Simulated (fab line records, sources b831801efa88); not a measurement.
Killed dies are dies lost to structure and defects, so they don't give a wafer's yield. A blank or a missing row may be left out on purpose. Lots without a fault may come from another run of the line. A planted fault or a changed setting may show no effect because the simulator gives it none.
fab line records | flow sky130 | part 1 of 2: steps 1 to 32 of 45
record lots=5 wafers=15 last_day=48
route steps=708 shown VT_ADJUST_HVTP@95 VT_ADJUST_LVTN@97 VT_ADJUST_NCORE@119 VT_ADJUST_HVTR@131
lots that met no fault: from a run of the same line without faults
start_h: hours from the record's first day to the start of the lot's first wafer shown | wait_h: hours since the lot's step before | " the same as in the row above | L1.1+2: a row that stands for several wafers | - no value, or no start given | * or withheld: withheld | < > ~ a bound
route shown NAME@n: a module of which the file shows steps, and the number in the route of the first | usual: mean/standard deviation of fault-free wafers | same: alike in all rows | chamber/n: place in a boat | sites: the reading at each site | _std_site: their standard deviation | _edge_site: outer sites' mean less inner sites' | radius_mm: how far each site lies from the wafer's centre | mask NAME#n: copy n | behind: the tool/chamber that last shaped the wafer | hold: why the lot was held/for how many hours/how that ended | device: the transistor (n, p or np) that didn't switch | end of line: the same wafers' tests at the end of the route | a step without rows: its recipe alone | killed: dies lost to structure and defects at the first sort, not the wafer's yield | map: a wafer's dies, x killed, . not, _ none there
set.NAME: the setting as run; set.NAME@STEP: as run at that earlier step | model.NAME: the simulator's own value behind a step, which no gauge read
lots at some steps of the route; a table a step, a row a wafer
services: from which hour (start_h, from the record's first day; less than 0 if before it) a tool's chamber was out of use, for how many hours, and why
## steps
# step SKY_VT_ADJUST_HVTP_STRIP_10
# recipe chemistry=O2/N2 power_w=1400 pressure_mtorr=1500 platen_temp_c=withheld o2_flow_sccm=3000 n2_flow_sccm=300 overash_fraction=0.5
# usual drypump_motor_current_A=5.6/0.5 o2_flow_sccm=2999/8.4 oes_product_au=0.715/0.0041 strip_time_to_endpoint_s=14.18/0.042
# columns lot.wafer tool chamber start_h wait_h drypump_motor_current_A o2_flow_sccm oes_product_au rf_hours_counter_h strip_time_to_endpoint_s
L075.1 plasma_asher-04 0 125.15 0.1 5.3 2997 0.709 43 14.19
L075.3 " 1 " " 5.5 2984 0.727 - 14.24
L075.5 " 1 " " 5.5 2994 0.719 - 14.21
L082.3 plasma_asher-04 1 170.44 0.1 5.4 2991 0.716 - 14.19
L082.4 " 0 " " 5.3 3005 0.713 - 14.23
L082.6 " 0 " " 5.3 3001 0.716 - 14.17
L083.1 plasma_asher-04 0 177.24 0.1 5.3 3001 0.720 48 14.22
L083.3 " 0 " " 5.3 2988 0.708 - 14.16
L083.4 " 1 " " 5.4 3006 0.711 - 14.19
L084.4 plasma_asher-01 1 183.63 0.1 4.9 2996 0.717 - 14.09
L084.5 " 0 " " 6.6 3012 0.711 - 14.16
L084.6 " 1 " " 4.9 2993 0.719 - 14.17
L088.1 plasma_asher-01 0 207.37 0.1 6.5 3006 0.717 9 14.24
L088.3 " 1 " " 5.0 2993 0.711 - 14.26
L088.6 " 1 " " 4.9 3004 0.713 - 14.24
# step SKY_VT_ADJUST_HVTP_TW_MEAS_11
# usual VT_ADJUST_HVTP_TW=1352/17
# columns lot.wafer tool chamber start_h wait_h VT_ADJUST_HVTP_TW
L075.1 film_metro-02 - 125.25 0.1 1333
L075.3 " - " " 1326
L075.5 " - " " 1326
L082.3 film_metro-02 - 170.52 0.1 1336
L082.4 " - " " 1335
L082.6 " - " " 1333
L083.1 film_metro-02 - 177.34 0.1 1332
L083.3 " - " " 1329
L083.4 " - " " 1330
L084.4 film_metro-04 - 183.73 0.1 1363
L084.5 " - " " 1362
L084.6 " - " " 1373
L088.1 film_metro-04 - 207.47 0.1 1371
L088.3 " - " " 1362
L088.6 " - " " 1376
# step SKY_VT_ADJUST_LVTN_DEHYDRATE_00
# recipe temp_c=200 time_s=60
# columns lot.wafer tool chamber start_h wait_h
L075.1+3+5 litho_track-01 0 134.14 8.9
L082.3+4+6 litho_track-04 0 180.45 9.9
L083.1+3+4 litho_track-02 0 187.16 9.8
L084.4+5+6 litho_track-01 0 193.57 9.8
L088.1+3+6 litho_track-04 0 217.90 10.4
# step SKY_VT_ADJUST_LVTN_HMDS_01
# recipe prime_time_s=60 prime_temp_c=120
# columns lot.wafer tool chamber start_h wait_h
L075.1+3+5 litho_track-01 0 134.29 0.1
L082.3+4+6 litho_track-04 0 180.60 0.1
L083.1+3+4 litho_track-02 0 187.31 0.1
L084.4+5+6 litho_track-01 0 193.72 0.1
L088.1+3+6 litho_track-04 0 218.05 0.1
# step SKY_VT_ADJUST_LVTN_COAT_02
# recipe spin_rpm=2000 resist_thk_nm=3000
# usual spin_speed_rpm=2000.2/1.7
# columns lot.wafer tool chamber start_h wait_h spin_speed_rpm
L075.1 litho_track-01 0 134.44 0.1 2000.3
L075.3 " 0 " " 2000.8
L075.5 " 0 " " 2000.9
L082.3 litho_track-04 0 180.75 0.1 2001.9
L082.4 " 0 " " 2002.9
L082.6 " 0 " " 1997.7
L083.1 litho_track-02 0 187.46 0.1 1999.3
L083.3 " 0 " " 1997.8
L083.4 " 0 " " 1999.5
L084.4 litho_track-01 0 193.87 0.1 1999.1
L084.5 " 0 " " 1997.6
L084.6 " 0 " " 1999.9
L088.1 litho_track-04 0 218.20 0.1 2002.0
L088.3 " 0 " " 2000.5
L088.6 " 0 " " 2001.8
# step SKY_VT_ADJUST_LVTN_SOFTBAKE_03
# recipe temp_c=110 time_s=withheld
# columns lot.wafer tool chamber start_h wait_h
L075.1+3+5 litho_track-01 0 134.59 0.1
L082.3+4+6 litho_track-04 0 180.92 0.1
L083.1+3+4 litho_track-02 0 187.61 0.1
L084.4+5+6 litho_track-01 0 194.04 0.1
L088.1+3+6 litho_track-04 0 218.35 0.1
# step SKY_VT_ADJUST_LVTN_EXPOSE_04
# recipe mask_id=NWM_COMPLEMENT_LESS_NATIVE na=0.6 source_shape=conventional sigma_outer=0.6 polarization=unpolarized target_cd_nm=840 dose_mj=194
# columns lot.wafer tool chamber start_h wait_h mask
L075.1+3+5 iline_stepper-02 0 - - NWM_COMPLEMENT_LESS_NATIVE#0
L082.3+4+6 iline_stepper-02 0 - - NWM_COMPLEMENT_LESS_NATIVE#0
L083.1+3+4 iline_stepper-01 0 - - NWM_COMPLEMENT_LESS_NATIVE#0
L084.4+5+6 iline_stepper-02 0 - - NWM_COMPLEMENT_LESS_NATIVE#0
L088.1+3+6 iline_stepper-02 0 - - NWM_COMPLEMENT_LESS_NATIVE#0
# step SKY_VT_ADJUST_LVTN_PEB_05
# recipe temp_c=115 time_s=withheld
# columns lot.wafer tool chamber start_h wait_h
L075.1+3+5 litho_track-04 0 - -
L082.3+4+6 litho_track-01 0 - -
L083.1+3+4 litho_track-01 0 - -
L084.4+5+6 litho_track-04 0 - -
L088.1+3+6 litho_track-04 0 - -
# step SKY_VT_ADJUST_LVTN_DEVELOP_06
# recipe wall_angle_deg=90 developer=TMAH develop_time_s=60 dev_temp_c=23
# columns lot.wafer tool chamber start_h wait_h
L075.1+3+5 litho_track-04 0 - -
L082.3+4+6 litho_track-01 0 - -
L083.1+3+4 litho_track-01 0 - -
L084.4+5+6 litho_track-04 0 - -
L088.1+3+6 litho_track-04 0 - -
# step SKY_VT_ADJUST_LVTN_OVL_MEAS_07
# usual VT_ADJUST_LVTN_OVL=-0.4/1.3
# columns lot.wafer tool chamber start_h wait_h VT_ADJUST_LVTN_OVL[nm]
L075.1 overlay-02 - 143.60 - -0.7
L075.3 " - " " 0.0
L075.5 " - " " 0.2
L082.3 overlay-01 - 191.35 - 0.3
L082.4 " - " " 0.3
L082.6 " - " " 0.5
L083.1 overlay-02 - 198.34 - 0.2
L083.3 " - " " 2.0
L083.4 " - " " 0.8
L084.4 overlay-02 - 204.42 - 1.5
L084.5 " - " " 1.5
L084.6 " - " " 0.3
L088.1 overlay-02 - 229.45 - 1.0
L088.3 " - " " 1.5
L088.6 " - " " 1.6
# step SKY_VT_ADJUST_LVTN_IMPLANT_08
# recipe species=B energy_kev=30 dose_cm2=1.57e+12 tilt_deg=withheld
# columns lot.wafer tool chamber start_h wait_h
L075.1+3+5 implanter-04 0 143.64 0.0
L082.3+4+6 implanter-04 0 191.43 0.1
L083.1+3+4 implanter-01 0 198.38 0.0
L084.4+5+6 implanter-04 0 204.51 0.1
L088.1+3+6 implanter-04 0 229.49 0.0
# step SKY_VT_ADJUST_LVTN_STRIP_09
# recipe chemistry=O2/N2 power_w=1400 pressure_mtorr=1500 platen_temp_c=withheld o2_flow_sccm=3000 n2_flow_sccm=300 overash_fraction=0.5
# usual drypump_motor_current_A=5.8/0.66 o2_flow_sccm=3001/8.8 oes_product_au=0.723/0.0048 strip_time_to_endpoint_s=36.91/0.097
# columns lot.wafer tool chamber start_h wait_h drypump_motor_current_A o2_flow_sccm oes_product_au rf_hours_counter_h strip_time_to_endpoint_s
L075.1 plasma_asher-04 1 143.79 0.1 5.5 3000 0.718 45 36.86
L075.3 " 0 " " 5.3 2999 0.725 - 36.88
L075.5 " 1 " " 5.5 2987 0.721 - 37.00
L082.3 plasma_asher-01 0 191.56 0.1 6.6 3012 0.724 - 36.84
L082.4 " 1 " " 4.9 3004 0.728 - 36.98
L082.6 " 1 " " 4.9 3006 0.727 - 36.99
L083.1 plasma_asher-01 0 198.53 0.1 6.5 2996 0.730 8 36.79
L083.3 " 1 " " 5.0 2988 0.721 - 36.82
L083.4 " 0 " " 6.5 2985 0.720 - 36.95
L084.4 plasma_asher-03 1 204.62 0.1 6.7 3027 0.721 - 36.98
L084.5 " 0 " " 6.0 3008 0.723 - 37.00
L084.6 " 1 " " 6.6 3015 0.724 - 37.03
L088.1 plasma_asher-01 1 229.64 0.1 4.9 3002 0.721 11 36.92
L088.3 " 1 " " 5.0 2996 0.725 - 36.98
L088.6 " 0 " " 6.6 2997 0.720 - 36.98
# step SKY_VT_ADJUST_LVTN_TW_MEAS_10
# usual VT_ADJUST_LVTN_TW=240.4/2.9
# columns lot.wafer tool chamber start_h wait_h VT_ADJUST_LVTN_TW
L075.1 film_metro-01 - 143.89 0.1 237.5
L075.3 " - " " 238.6
L075.5 " - " " 237.9
L082.3 film_metro-01 - 191.65 0.1 236.3
L082.4 " - " " 236.6
L082.6 " - " " 237.1
L083.1 film_metro-02 - 198.63 0.1 238.9
L083.3 " - " " 235.8
L083.4 " - " " 237.8
L084.4 film_metro-04 - 204.72 0.1 243.4
L084.5 " - " " 242.8
L084.6 " - " " 242.8
L088.1 film_metro-04 - 229.73 0.1 244.0
L088.3 " - " " 243.0
L088.6 " - " " 244.8
# step SKY_VT_ADJUST_LVTN_DEHYDRATE_11
# recipe temp_c=200 time_s=60
# columns lot.wafer tool chamber start_h wait_h
L075.1+3+5 litho_track-01 0 152.89 9.0
L082.3+4+6 litho_track-01 0 201.64 10.0
L083.1+3+4 litho_track-01 0 208.24 9.6
L084.4+5+6 litho_track-01 0 214.97 10.2
L088.1+3+6 litho_track-01 0 240.44 10.7
# step SKY_VT_ADJUST_LVTN_HMDS_12
# recipe prime_time_s=60 prime_temp_c=120
# columns lot.wafer tool chamber start_h wait_h
L075.1+3+5 litho_track-01 0 153.04 0.1
L082.3+4+6 litho_track-01 0 201.79 0.1
L083.1+3+4 litho_track-01 0 208.39 0.1
L084.4+5+6 litho_track-01 0 215.12 0.1
L088.1+3+6 litho_track-01 0 240.59 0.1
# step SKY_VT_ADJUST_LVTN_COAT_13
# recipe resist=NOVOLAK spin_rpm=3000 resist_thk_nm=1140
# usual spin_speed_rpm=3000.0/2.1
# columns lot.wafer tool chamber start_h wait_h spin_speed_rpm
L075.1 litho_track-01 0 153.19 0.1 2997.3
L075.3 " 0 " " 2998.1
L075.5 " 0 " " 2999.5
L082.3 litho_track-01 0 201.94 0.1 3003.1
L082.4 " 0 " " 2999.1
L082.6 " 0 " " 2997.4
L083.1 litho_track-01 0 208.54 0.1 3000.0
L083.3 " 0 " " 2998.3
L083.4 " 0 " " 2999.6
L084.4 litho_track-01 0 215.27 0.1 3002.4
L084.5 " 0 " " 3002.0
L084.6 " 0 " " 3001.9
L088.1 litho_track-01 0 240.74 0.1 3000.7
L088.3 " 0 " " 2996.1
L088.6 " 0 " " 2998.9
# step SKY_VT_ADJUST_LVTN_SOFTBAKE_14
# recipe temp_c=90 time_s=60 resist=NOVOLAK
# columns lot.wafer tool chamber start_h wait_h
L075.1+3+5 litho_track-01 0 153.34 0.1
L082.3+4+6 litho_track-01 0 202.09 0.1
L083.1+3+4 litho_track-01 0 208.69 0.1
L084.4+5+6 litho_track-01 0 215.42 0.1
L088.1+3+6 litho_track-01 0 240.89 0.1
# step SKY_VT_ADJUST_LVTN_EXPOSE_15
# recipe mask_id=HVN_STD_DERIVED na=0.6 source_shape=conventional sigma_outer=0.6 polarization=unpolarized target_cd_nm=600 dose_mj=163
# columns lot.wafer tool chamber start_h wait_h mask
L075.1+3+5 iline_stepper-02 0 - - HVN_STD_DERIVED#0
L082.3+4+6 iline_stepper-01 0 - - HVN_STD_DERIVED#0
L083.1+3+4 iline_stepper-02 0 - - HVN_STD_DERIVED#0
L084.4+5+6 iline_stepper-02 0 - - HVN_STD_DERIVED#0
L088.1+3+6 iline_stepper-02 0 - - HVN_STD_DERIVED#0
# step SKY_VT_ADJUST_LVTN_PEB_16
# recipe temp_c=withheld time_s=* resist=NOVOLAK
# columns lot.wafer tool chamber start_h wait_h
L075.1+3+5 litho_track-02 0 - -
L082.3+4+6 litho_track-02 0 - -
L083.1+3+4 litho_track-01 0 - -
L084.4+5+6 litho_track-04 0 - -
L088.1+3+6 litho_track-04 0 - -
# step SKY_VT_ADJUST_LVTN_DEVELOP_17
# recipe resist=NOVOLAK developer=TMAH develop_time_s=60 dev_temp_c=23
# columns lot.wafer tool chamber start_h wait_h
L075.1+3+5 litho_track-02 0 162.01 0.1
L082.3+4+6 litho_track-02 0 212.91 0.1
L083.1+3+4 litho_track-01 0 219.94 0.1
L084.4+5+6 litho_track-04 0 226.82 0.1
L088.1+3+6 litho_track-04 0 252.15 0.1
# step SKY_VT_ADJUST_LVTN_OVL_MEAS_18
# usual VT_ADJUST_LVTN_01_OVL=0.0/1.3
# columns lot.wafer tool chamber start_h wait_h VT_ADJUST_LVTN_01_OVL[nm]
L075.1 overlay-02 - 162.16 0.1 1.3
L075.3 " - " " 0.6
L075.5 " - " " 3.2
L082.3 overlay-02 - 213.02 0.1 1.1
L082.4 " - " " 2.2
L082.6 " - " " 1.1
L083.1 overlay-01 - 220.09 0.1 1.1
L083.3 " - " " 1.5
L083.4 " - " " -0.4
L084.4 overlay-01 - 226.92 0.1 0.2
L084.5 " - " " 0.1
L084.6 " - " " 1.0
L088.1 overlay-01 - 252.30 0.1 -0.9
L088.3 " - " " -2.3
L088.6 " - " " -1.2
# step SKY_VT_ADJUST_LVTN_IMPLANT_19
# recipe species=B energy_kev=30 dose_cm2=6.5e+11 tilt_deg=withheld
# columns lot.wafer tool chamber start_h wait_h
L075.1+3+5 implanter-01 0 162.20 0.0
L082.3+4+6 implanter-01 0 213.10 0.1
L083.1+3+4 implanter-02 0 220.13 0.0
L084.4+5+6 implanter-02 0 227.01 0.1
L088.1+3+6 implanter-04 0 252.33 0.0
# step SKY_VT_ADJUST_LVTN_STRIP_20
# recipe chemistry=O2/N2 power_w=1400 pressure_mtorr=1500 platen_temp_c=withheld o2_flow_sccm=3000 n2_flow_sccm=300 overash_fraction=0.5
# usual drypump_motor_current_A=6.0/0.65 o2_flow_sccm=3000/9.2 oes_product_au=0.716/0.0043 strip_time_to_endpoint_s=14.17/0.035
# columns lot.wafer tool chamber start_h wait_h drypump_motor_current_A o2_flow_sccm oes_product_au rf_hours_counter_h strip_time_to_endpoint_s
L075.1 plasma_asher-03 0 162.35 0.1 6.1 3015 0.718 49 14.13
L075.3 " 1 " " 6.6 3012 0.714 - 14.11
L075.5 " 1 " " 6.6 3004 0.716 - 14.19
L082.3 plasma_asher-01 0 213.23 0.1 6.6 2985 0.718 - 14.20
L082.4 " 1 " " 5.0 3003 0.709 - 14.15
L082.6 " 0 " " 6.5 2999 0.702 - 14.19
L083.1 plasma_asher-03 0 220.28 0.1 6.0 2996 0.720 55 14.21
L083.3 " 0 " " 6.1 2993 0.713 - 14.16
L083.4 " 1 " " 6.6 2995 0.717 - 14.20
L084.4 plasma_asher-04 1 227.12 0.1 5.5 3007 0.708 - 14.18
L084.5 " 0 " " 5.3 2991 0.709 - 14.18
L084.6 " 1 " " 5.5 2993 0.716 - 14.19
L088.1 plasma_asher-01 1 252.48 0.1 4.9 3014 0.712 13 14.18
L088.3 " 1 " " 4.9 3005 0.719 - 14.17
L088.6 " 0 " " 6.6 3007 0.713 - 14.18
# step SKY_VT_ADJUST_LVTN_TW_MEAS_21
# usual VT_ADJUST_LVTN_2_TW=187.1/2.1
# columns lot.wafer tool chamber start_h wait_h VT_ADJUST_LVTN_2_TW
L075.1 film_metro-04 - 162.45 0.1 189.4
L075.3 " - " " 188.5
L075.5 " - " " 189.6
L082.3 film_metro-01 - 213.32 0.1 184.1
L082.4 " - " " 184.3
L082.6 " - " " 185.5
L083.1 film_metro-04 - 220.38 0.1 189.1
L083.3 " - " " 190.2
L083.4 " - " " 189.7
L084.4 film_metro-04 - 227.22 0.1 189.0
L084.5 " - " " 189.8
L084.6 " - " " 190.9
L088.1 film_metro-02 - 252.58 0.1 185.5
L088.3 " - " " 186.1
L088.6 " - " " 187.0
# step SKY_VT_ADJUST_NCORE_DEHYDRATE_00
# recipe temp_c=200 time_s=60
# columns lot.wafer tool chamber start_h wait_h
L075.1+3+5 litho_track-04 0 172.05 9.6
L082.3+4+6 litho_track-03 0 224.50 11.2
L083.1+3+4 litho_track-04 0 231.00 10.6
L084.4+5+6 litho_track-04 0 237.72 10.5
L088.1+3+6 litho_track-03 0 263.40 10.8
# step SKY_VT_ADJUST_NCORE_HMDS_01
# recipe prime_time_s=60 prime_temp_c=120
# columns lot.wafer tool chamber start_h wait_h
L075.1+3+5 litho_track-04 0 172.20 0.1
L082.3+4+6 litho_track-03 0 224.65 0.1
L083.1+3+4 litho_track-04 0 231.15 0.1
L084.4+5+6 litho_track-04 0 237.87 0.1
L088.1+3+6 litho_track-03 0 263.55 0.1
# step SKY_VT_ADJUST_NCORE_COAT_02
# recipe resist=NOVOLAK spin_rpm=3000 resist_thk_nm=1140
# usual spin_speed_rpm=2999.8/2.3
# columns lot.wafer tool chamber start_h wait_h spin_speed_rpm
L075.1 litho_track-04 0 172.35 0.1 2998.5
L075.3 " 0 " " 3001.3
L075.5 " 0 " " 2999.3
L082.3 litho_track-03 0 224.80 0.1 3000.4
L082.4 " 0 " " 2999.6
L082.6 " 0 " " 3000.0
L083.1 litho_track-04 0 231.30 0.1 2995.3
L083.3 " 0 " " 2999.3
L083.4 " 0 " " 2994.5
L084.4 litho_track-04 0 238.02 0.1 3000.2
L084.5 " 0 " " 2998.3
L084.6 " 0 " " 2997.6
L088.1 litho_track-03 0 263.70 0.1 2999.4
L088.3 " 0 " " 3001.1
L088.6 " 0 " " 2999.2
# step SKY_VT_ADJUST_NCORE_SOFTBAKE_03
# recipe temp_c=90 time_s=60 resist=NOVOLAK
# columns lot.wafer tool chamber start_h wait_h
L075.1+3+5 litho_track-04 0 172.50 0.1
L082.3+4+6 litho_track-03 0 224.95 0.1
L083.1+3+4 litho_track-04 0 231.45 0.1
L084.4+5+6 litho_track-04 0 238.17 0.1
L088.1+3+6 litho_track-03 0 263.85 0.1
# step SKY_VT_ADJUST_NCORE_EXPOSE_04
# recipe mask_id=LVTN_COMPLEMENT_THIN na=0.6 source_shape=conventional sigma_outer=0.6 polarization=unpolarized target_cd_nm=380 dose_mj=139
# columns lot.wafer tool chamber start_h wait_h mask
L075.1+3+5 iline_stepper-01 0 - - LVTN_COMPLEMENT_THIN#0
L082.3+4+6 iline_stepper-02 0 - - LVTN_COMPLEMENT_THIN#0
L083.1+3+4 iline_stepper-01 0 - - LVTN_COMPLEMENT_THIN#0
L084.4+5+6 iline_stepper-02 0 - - LVTN_COMPLEMENT_THIN#0
L088.1+3+6 iline_stepper-02 0 - - LVTN_COMPLEMENT_THIN#0
# step SKY_VT_ADJUST_NCORE_PEB_05
# recipe temp_c=withheld time_s=* resist=NOVOLAK
# columns lot.wafer tool chamber start_h wait_h
L075.1+3+5 litho_track-03 0 - -
L082.3+4+6 litho_track-01 0 - -
L083.1+3+4 litho_track-04 0 - -
L084.4+5+6 litho_track-03 0 - -
L088.1+3+6 litho_track-03 0 - -
# step SKY_VT_ADJUST_NCORE_DEVELOP_06
# recipe resist=NOVOLAK developer=TMAH develop_time_s=60 dev_temp_c=23
# columns lot.wafer tool chamber start_h wait_h
L075.1+3+5 litho_track-03 0 183.00 0.1
L082.3+4+6 litho_track-01 0 235.99 0.1
L083.1+3+4 litho_track-04 0 242.85 0.1
L084.4+5+6 litho_track-03 0 250.02 0.1
L088.1+3+6 litho_track-03 0 276.00 0.1
# step SKY_VT_ADJUST_NCORE_CD_MEAS_07
# recipe target_cd_nm=380
# usual cd_nm=379/3.1
# columns lot.wafer tool chamber start_h wait_h cd_nm
L075.1 cd_sem-02 - 183.15 0.1 381
L075.3 " - " " 381
L075.5 " - " " 378
L082.3 cd_sem-01 - 236.13 0.1 378
L082.4 " - " " 376
L082.6 " - " " 376
L083.1 cd_sem-02 - 243.00 0.1 377
L083.3 " - " " 377
L083.4 " - " " 380
L084.4 cd_sem-01 - 250.16 0.1 380
L084.5 " - " " 379
L084.6 " - " " 382
L088.1 cd_sem-02 - 276.15 0.1 381
L088.3 " - " " 380
L088.6 " - " " 379
